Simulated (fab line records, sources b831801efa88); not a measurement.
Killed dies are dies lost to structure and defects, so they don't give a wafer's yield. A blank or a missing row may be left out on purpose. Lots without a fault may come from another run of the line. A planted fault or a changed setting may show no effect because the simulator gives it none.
Chamber matching | flow sky130 | SKY_PASSIVATION_CVD_00 on pecvd-03: 3 sister chambers
The step deposits SiO2, target thk 90 nm. 14 wafers are shown with their chamber, then 7 later ones without.

WAFERS WITH THEIR CHAMBER
wafer  | chamber | heater_power_w (W) | heater_power_outer_w (W) | rf_fwd_power_W (W)
L663.1 | 2       | 766                | 449                      | 589
L663.3 | 1       | 614                | 358                      | 581
L663.4 | 2       | 789                | 455                      | 586
L664.1 | 2       | 846                | 499                      | 591
L664.2 | 1       | 556                | 315                      | 585
L664.5 | 2       | 824                | 492                      | 588
L666.1 | 1       | 569                | 315                      | 584
L666.2 | 0       | 511                | 258                      | 591
L666.6 | 0       | 498                | 255                      | 591
L667.1 | 2       | 831                | 487                      | 589
L667.2 | 0       | 499                | 258                      | 587
L667.5 | 0       | 504                | 259                      | 590
L671.2 | 1       | 564                | 323                      | 585
L671.5 | 0       | 436                | 200                      | 589

SIGNATURES (means of the wafers above)
reading              | chamber 0 | chamber 1 | chamber 2 | scatter within a chamber
heater_power_w       | 489.60    | 575.75    | 811.20    | 30.2
heater_power_outer_w | 246.00    | 327.75    | 476.40    | 23.3
rf_fwd_power_W       | 589.60    | 583.75    | 588.60    | 1.79
Rule: a wafer's distance from a chamber is the root of the sum, over the readings, of the square of ((its reading less the chamber's mean) divided by the reading's scatter). The wafer belongs to the nearest chamber; if the next one is less than 2 further off, it can't be placed. The scatter: the root of (the sum of the squares of (reading less its chamber's mean) over the shown wafers, divided by (wafers less chambers)).

WAFERS WITHOUT THEIR CHAMBER
wafer  | heater_power_w (W) | heater_power_outer_w (W) | rf_fwd_power_W (W)
L671.6 | 572                | 324                      | 585
L673.2 | 522                | 292                      | 586
L673.4 | 502                | 256                      | 590
L673.6 | 527                | 295                      | 585
L674.2 | 567                | 315                      | 584
L674.3 | 565                | 314                      | 586
L674.5 | 563                | 333                      | 583

WHICH CHAMBER EACH WENT THROUGH
wafer  | from the rows above     | in truth
L671.6 | 1                       | 1
L673.2 | can't be placed: 1 or 0 | 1
L673.4 | 0                       | 0
L673.6 | can't be placed: 1 or 0 | 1
L674.2 | 1                       | 1
L674.3 | 1                       | 1
L674.5 | 1                       | 1
Placed correctly: 5 of 7. Can't be placed from these rows: 2 (the true chamber is among the candidates in 2). Placed wrongly: 0.
